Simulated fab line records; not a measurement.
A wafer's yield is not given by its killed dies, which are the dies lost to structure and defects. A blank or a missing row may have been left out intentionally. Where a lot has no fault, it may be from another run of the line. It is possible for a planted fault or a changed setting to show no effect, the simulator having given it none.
Problem report, 8D (eight disciplines) form, completed by code | flow sfq-line | the parts of the form that need people (team, actions taken, sign-off) are left out

1. THE ISSUE
At SFQ_TRILAYER_I2_DEP_PECVD_063, rf-fwd-power-W averages 255.8 W over 9 wafers from 3 lots, while fault-free wafers read 182.5 W, standard deviation 0.58. So: +99 or more standard deviations from the usual mean.
The step: deposits SiO2 from SiH4/N2O, time 111.11 s, target thk 500 nm.
First observed at day 33 13:57: wafer L944.4, on pecvd-04. The record holds 45 wafers of 15 lots with a number at this step. The rule behind "out" and "out of limits": a value lying over 4 standard deviations away from the usual mean. The other wafers with a number count as sound.

2. WHAT THIS IS AND IS NOT
question                    | is                     | is not
which readings at this step | rf-fwd-power-W         | throttle-valve-pct
which lots                  | L944, L946, L947       | L933, L935, L936, L937, L938, L942, L945, L952, L953, L954, L955, L956
which wafers of those lots  | all that have a number | -
read on which tools         | pecvd-04               | pecvd-01, pecvd-02
when                        | from day 33 13:57      | up to then (18 sound wafers); but 18 sound wafers of L945, L952, L953, L954, L955, L956 came after

3. SUSPECTS, AND WHAT RULES EACH OUT
Counting: a tool stays on the suspect list if, at a process step up to the reading, it processed all lots that are out and no sound lot following the first of them.
- pecvd-04 at SFQ_TRILAYER_I2_DEP_PECVD_063 (deposits SiO2 from SiH4/N2O, time 111.11 s, target thk 500 nm): ruled out as a lasting fault. Following L944 (day 33 13:57), the first lot on it that is out, the sound lots L954, L956 were run on it.
Left after counting: nothing in the record.

4. THE CAUSE (what the simulator had put in)
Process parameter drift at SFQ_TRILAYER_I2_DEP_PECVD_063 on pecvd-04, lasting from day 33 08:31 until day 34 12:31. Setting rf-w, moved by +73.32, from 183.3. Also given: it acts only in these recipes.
Counting ruled it out, wrongly.

5. SEQUENCE OF EFFECTS, ordered by route
One row per reading whose mean, taken over the struck wafers that have a number, lies over 3 standard deviations from the usual. Only readings whose record carries a usual standard deviation are examined. hours: median over the lots of the time between each lot's start at the first step of this table that gives one and its start at this step. sigmas: the change, counted in usual standard deviations.
hours | step                          | reading            | usual   | on struck wafers | change | sigmas
0     | SFQ_TRILAYER_I2_DEP_PECVD_063 | rf-fwd-power-W     | 182.5 W | 255.8            | +73.3  | +99 or more
0     | SFQ_TRILAYER_I2_DEP_PECVD_063 | showerhead-vpp-V   | 842 V   | 1021             | +179   | +5.8
24    | SFQ_TRILAYER_I2_CMP_CMP_064   | time-to-endpoint-s | 212 s   | 247              | +35    | +4.3
Here are the process steps it includes:
- SFQ_TRILAYER_I2_DEP_PECVD_063: deposits SiO2 from SiH4/N2O, time 111.11 s, target thk 500 nm.
- SFQ_TRILAYER_I2_CMP_CMP_064: polishes SiO2.

6. WHAT WOULD HAVE CAUGHT IT SOONER
In this record no reading fell out of limits until day 33 13:57, 5 hours after the fault had begun at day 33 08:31.
